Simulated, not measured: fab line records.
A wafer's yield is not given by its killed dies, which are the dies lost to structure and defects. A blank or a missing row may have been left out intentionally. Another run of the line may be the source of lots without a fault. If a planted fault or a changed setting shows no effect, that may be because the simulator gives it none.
Which tool was responsible? | flow gf180mcu | 11 lots, 33 wafers sampled, at 2 steps of a route of 602

## WHAT EACH GAUGE READ, for each wafer
GF_V2_THK_MEAS_03.
lot  | measured     | on            | V2_CVD_02_THK (nm)
L814 | day 19 11:14 | film_metro-03 | 832 848 859
L820 | day 21 16:34 | film_metro-04 | 841 849 846
L822 | day 22 10:32 | film_metro-04 | 826 858 845
L823 | day 22 12:55 | film_metro-01 | 844 848 850
L824 | day 22 23:46 | film_metro-01 | 829 846 858
L825 | day 23 04:40 | film_metro-04 | 845 845 866
L831 | day 25 07:13 | film_metro-03 | 852 864 871
L832 | day 25 20:19 | film_metro-01 | 841 847 868
L835 | day 26 13:07 | film_metro-01 | 832 833 843
L836 | day 26 22:38 | film_metro-01 | 841 843 844
L837 | day 27 03:02 | film_metro-04 | 863 871 867

## WHAT TOOL EACH LOT RAN ON (gives the tool, then ch and the chambers of the sampled wafers, and finally the start)
lot  | GF_M2_METAL_ETCH_16
L814 | rie_metal-02 ch 0,1, day 19 10:21
L820 | rie_metal-01 ch 0,1, day 21 15:35
L822 | rie_metal-04 ch 0,1, day 22 09:38
L823 | rie_metal-01 ch 0,1, day 22 12:04
L824 | rie_metal-02 ch 1, day 22 22:55
L825 | rie_metal-02 ch 0,1, day 23 03:48
L831 | rie_metal-04 ch 0, day 25 06:21
L832 | rie_metal-02 ch 1, day 25 19:26
L835 | rie_metal-04 ch 0,1, day 26 12:15
L836 | rie_metal-04 ch 0,1, day 26 21:45
L837 | rie_metal-02 ch 0,1, day 27 02:12
- GF_M2_METAL_ETCH_16: etches the open film in Cl2/BCl3, stops on SiO2, target depth 750.8 nm, time 125.1 s.

## THE ANSWER, worked out from the rows above alone
Rule: what is usual is taken from the lots themselves. Put in order of their means at a reading, lots are off if they are a third of the lots or fewer, leave a main group of 4 or more, and stand apart from it by a gap of 3 or more times the standard deviation of the main group's means; of several such gaps the widest counts. The tables above print the reading to a certain number of digits; a main group whose means all agree to those digits is not used. A lot without any number at a reading at which 4 lots or more have one is off too. The other lots that the step has rows for count as sound.
No lot is off on any of the readings shown, so nothing can be concluded from this.

## WHAT THE SIMULATOR PUT IN
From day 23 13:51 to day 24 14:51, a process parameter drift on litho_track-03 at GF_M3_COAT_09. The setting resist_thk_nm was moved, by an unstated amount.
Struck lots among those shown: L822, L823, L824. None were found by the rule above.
